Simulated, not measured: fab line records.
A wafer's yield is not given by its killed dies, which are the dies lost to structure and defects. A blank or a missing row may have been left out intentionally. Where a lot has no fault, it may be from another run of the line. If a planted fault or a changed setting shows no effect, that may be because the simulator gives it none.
Matching of chambers / flow gf180mcu / GF_CONTACT_CMP_27 on cmp-01: 4 sister chambers
The step polishes, stops on SiO2, t overpolish 15 s, target thk 0 nm. 4 wafers are shown with their chamber, then 8 later ones without.

== EACH WAFER AND ITS CHAMBER ==
wafer=L624.5; chamber=0; motor current A (A)=11.2
wafer=L636.5; chamber=1; motor current A (A)=13.6
wafer=L636.6; chamber=2; motor current A (A)=11.1
wafer=L637.3; chamber=3; motor current A (A)=11.3

== WAFERS WITHOUT THEIR CHAMBER ==
wafer=L637.4; motor current A (A)=10.9
wafer=L637.5; motor current A (A)=11.0
wafer=L638.1; motor current A (A)=11.4
wafer=L638.4; motor current A (A)=11.4
wafer=L638.5; motor current A (A)=11.6
wafer=L639.2; motor current A (A)=10.7
wafer=L639.4; motor current A (A)=11.0
wafer=L639.6; motor current A (A)=10.7

== WHICH CHAMBER EACH ONE RAN IN ==
wafer=L637.4; from the rows above=can't be placed: 2 or 0 or 3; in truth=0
wafer=L637.5; from the rows above=can't be placed: 2 or 0 or 3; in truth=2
wafer=L638.1; from the rows above=can't be placed: 3 or 0 or 2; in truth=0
wafer=L638.4; from the rows above=can't be placed: 3 or 0 or 2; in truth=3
wafer=L638.5; from the rows above=can't be placed: 3 or 0 or 2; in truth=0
wafer=L639.2; from the rows above=can't be placed: 2 or 0 or 3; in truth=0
wafer=L639.4; from the rows above=can't be placed: 2 or 0 or 3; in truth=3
wafer=L639.6; from the rows above=can't be placed: 2 or 0 or 3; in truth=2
0 of 8 placed correctly. Not placeable from these rows: 8 (in 8, the candidates include the true chamber). Wrongly placed: 0.
How it was worked out, from the rows above alone: a wafer's distance from a chamber is the root of the sum, over the readings, of the square of ((its reading less the chamber's mean) divided by the reading's scatter). If the next closest chamber is less than 2 further off than the closest, the wafer can't be placed; otherwise it belongs to the closest. Each chamber's mean is taken over the wafers shown for it. The scatter: with one shown wafer a chamber, the root of the mean of the squares of how far each hidden wafer lies from its nearest shown one.
